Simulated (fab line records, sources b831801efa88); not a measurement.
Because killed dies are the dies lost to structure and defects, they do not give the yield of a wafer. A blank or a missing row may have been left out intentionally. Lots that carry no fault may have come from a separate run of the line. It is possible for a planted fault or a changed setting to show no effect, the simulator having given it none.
Comparing a struck lot with a sound one + flow gf180mcu + 18 steps out of a route of 602
Sound: wafers L827.1, L827.2, L827.4. Wafers L831.1, L831.3, L831.4 were the ones struck. Last of all comes the cause.
Each step with rows lists, per side, the tool, then ch with its chambers, then its first start. Under that, the readings that differ: sound wafers + struck wafers + difference of the means + sigmas: that difference in standard deviations of wafers without a fault.
alike: a reading whose means differ by less than 2 such deviations, as well as words and numbers matching on both sides. not compared: withheld readings; readings where some wafer has no value; bounds like >300 that might hide an equal value; numbers whose values overlap and for which the record gives no deviation.
Wherever a step has rows on one side only, a row that says differs or no value, or a row with sigmas, the two part there. Numbers that have no deviation but don't overlap get no sigmas and don't part them. A reading that every wafer of one side lacks parts them only if that side has two wafers or more.

GF_HV_LDD_CD_MEAS_31 targets a cd of 400 nm.
  struck on cd-sem-02, day 12 20:55; sound on cd-sem-02, day 11 11:55
| reading    | sound             | struck            | difference | sigmas |
|------------|-------------------|-------------------|------------|--------|
| cd-nm (nm) | 399.2 402.0 401.1 | 396.4 393.7 395.9 | -5.4       | -3     |
GF_HV_LDD_OVL_MEAS_32:
  struck on overlay-02, day 12 21:02; sound on overlay-02, day 11 12:02
  alike: HV_LDD_02_OVL
then, 4 steps without rows for these wafers: GF_HV_LDD_IMPLANT_33; GF_HV_LDD_IMPLANT_34; GF_HV_LDD_IMPLANT_35; GF_HV_LDD_IMPLANT_36.
GF_HV_LDD_STRIP_37: strips in O2/N2.
  sound on plasma-asher-04 ch 0,1, day 11 12:40; struck on plasma-asher-02 ch 0,1, day 12 21:40
  alike: chamber-pressure-mTorr, drypump-motor-current-A, heater-power-w, oes-product-au, strip-time-to-endpoint-s
  not compared: rf-hours-counter-h
GF_HV_LDD_TW_MEAS_38:
  struck on film-metro-03, day 12 21:46; sound on film-metro-02, day 11 12:46
  alike: HV_LDD_3_TW
then, 4 steps without rows for these wafers: GF_HV_LDD_DEHYDRATE_39 (time 60 s); GF_HV_LDD_HMDS_40 (prime time 60 s); GF_HV_LDD_COAT_41 (resist thk 1000 nm); GF_HV_LDD_SOFTBAKE_42 (time 60 s).
GF_HV_LDD_EXPOSE_43: exposes mask Pplus HV AREA, target cd 400 nm.
  sound on iline-stepper-02 ch 0, day 11 22:46; struck on iline-stepper-02 ch 0, day 13 08:08
| reading                        | sound                      | struck            | difference | sigmas |
|--------------------------------|----------------------------|-------------------|------------|--------|
| model.HV_LDD.overlay-x-nm (nm) | -0.04809 -0.04809 -0.04809 | 243.7 243.7 243.7 | +243.7     |        |
  alike: mask
then, 2 steps without rows for these wafers: GF_HV_LDD_PEB_44; GF_HV_LDD_DEVELOP_45 (develop time 60 s).
GF_HV_LDD_CD_MEAS_46 targets a cd of 400 nm.
  struck on cd-sem-02, day 13 18:40; sound on cd-sem-02, day 12 08:19
| reading    | sound             | struck            | difference | sigmas |
|------------|-------------------|-------------------|------------|--------|
| cd-nm (nm) | 400.3 397.9 398.7 | 406.1 406.7 404.5 | +6.8       | +3     |
GF_HV_LDD_OVL_MEAS_47:
  struck on overlay-02, day 13 19:00; sound on overlay-02, day 12 08:26
| reading            | sound          | struck            | difference | sigmas      |
|--------------------|----------------|-------------------|------------|-------------|
| HV_LDD_03_OVL (nm) | -0.8 -1.4 -2.0 | 242.2 241.6 242.8 | +243.6     | +99 or more |
  not compared: hold
after that, 1 step had no rows for these wafers: GF_PASSIVATION_PROBE_99.

WHERE THEY PART
First at GF_HV_LDD_CD_MEAS_31; last, within this record, at GF_HV_LDD_OVL_MEAS_47.

WHY: the cause the simulator had injected
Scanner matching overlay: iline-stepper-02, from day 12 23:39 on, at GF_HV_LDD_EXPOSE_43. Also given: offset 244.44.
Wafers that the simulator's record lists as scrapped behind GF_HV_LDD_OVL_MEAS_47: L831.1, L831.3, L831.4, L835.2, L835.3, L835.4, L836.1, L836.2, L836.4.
